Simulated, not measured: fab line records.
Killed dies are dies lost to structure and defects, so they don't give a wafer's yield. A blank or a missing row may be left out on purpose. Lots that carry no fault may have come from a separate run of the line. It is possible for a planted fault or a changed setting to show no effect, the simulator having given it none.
Lot-split experiment	flow sky130	23 wafers read from 5 lots, route of 708 steps

ON THE SPLIT
At SKY_CAP2M_SOFTBAKE_08 (time 60 s), the setting tempC was moved away from the recipe's 90 C on 9 of the 23 wafers read, by -4.2% to +3.2%. For the rest of the wafers, this setting stayed at what the recipe calls for.

FROM THE SPLIT TO THE READING: what the file shows between them, 3 steps
- SKY_CAP2M_EXPOSE_09: exposes mask CAP2M, target cd 1000 nm
- SKY_CAP2M_PEB_10
- SKY_CAP2M_DEVELOP_11: develop time 60 s

THE READING
NOVOLAK_of_CAP2M_COAT_07.thkNm (the simulator's own value, which no gauge read), in nm, at SKY_CAP2M_METAL_ETCH_13 (etches TiN in Cl2/BCl3, stops on SiO2, target depth 220 nm, time 62.9 s). The file gives no usual value for it. Average 993.1 nm, standard deviation 3.2 nm, over the 14 wafers here run with the recipe.

wafer	tool, chamber at the split	tempC as run, C	against the recipe	NOVOLAK_of_CAP2M_COAT_07.thkNm, nm	against lot-mates on the recipe
L076.2	lithoTrack-01, 0	90	recipe	988.5	-
L076.3	lithoTrack-01, 0	90	recipe	989.8	-
L076.4	lithoTrack-01, 0	92.91	+3.2%	982.8	-6.4
L076.5	lithoTrack-01, 0	92.91	+3.2%	981.2	-7.9
L076.6	lithoTrack-01, 0	92.91	+3.2%	981.9	-7.2
L080.1	lithoTrack-03, 0	86.25	-4.2%	1004	+10.9
L080.4	lithoTrack-03, 0	86.25	-4.2%	1004	+10.9
L080.3	lithoTrack-03, 0	90	recipe	994	-
L080.5	lithoTrack-03, 0	86.25	-4.2%	1005	+11.9
L080.6	lithoTrack-03, 0	90	recipe	992.2	-
L081.1	lithoTrack-04, 0	90	recipe	991.8	-
L081.2	lithoTrack-04, 0	87.34	-3.0%	1002	+9.9
L081.3	lithoTrack-04, 0	87.34	-3.0%	1002	+9.9
L081.4	lithoTrack-04, 0	87.34	-3.0%	996.3	+4.1
L081.6	lithoTrack-04, 0	90	recipe	992.5	-
L082.1	lithoTrack-04, 0	90	recipe	992.4	-
L082.2	lithoTrack-04, 0	90	recipe	995.5	-
L082.4	lithoTrack-04, 0	90	recipe	1000	-
L082.5	lithoTrack-04, 0	90	recipe	997.7	-
L082.6	lithoTrack-04, 0	90	recipe	996.8	-
L084.3	lithoTrack-03, 0	90	recipe	991	-
L084.5	lithoTrack-03, 0	90	recipe	988.8	-
L084.6	lithoTrack-03, 0	90	recipe	992.7	-

FIT RESULTS
A straight line over all 23 wafers: NOVOLAK_of_CAP2M_COAT_07.thkNm changes by -2.89 nm for each +1% of tempC; r = -0.91; the points scatter about the line by 3 nm.
The same after taking each lot's own level away (the mean of its wafers on the recipe; 23 wafers): -2.53 nm for each +1%; r = -0.95; scatter 1.8 nm.
That fit puts the effect of the largest move of tempC on the reading at 11 nm.
Measured against the standard deviation above, the lots' own levels, which go from 989.15 to 996.48 nm, span 2.3 times it.
Hence the slope depends on the lot-to-lot level, as the two fits are not the same.
Check: +10.8 nm against its lot-mates is what the line predicts for one of the wafers moved furthest among these (-4.2%) when that wafer is left out of the fit. It came out at +10.9 nm against them.

THE WHOLE CHAIN: every reading that the file lists as answering this split, in the file's order
step	what it does	reading	change (the file's fit)	r (the file's)
SKY_CAP2M_DEVELOP_11	develop time 60 s	NOVOLAK_of_CAP2M_COAT_07.thkNm (the simulator's own value, which no gauge read)	-2.93 nm for each +1% of the setting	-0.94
SKY_CAP2M_METAL_ETCH_13	etches TiN in Cl2/BCl3, stops on SiO2, target depth 220 nm, time 62.9 s	NOVOLAK_of_CAP2M_COAT_07.thkNm (the simulator's own value, which no gauge read)	-2.54 nm for each +1% of the setting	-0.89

FILE'S OWN FIT
NOVOLAK_of_CAP2M_COAT_07.thkNm changes by -2.54 nm for each +1% of tempC, r = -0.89.
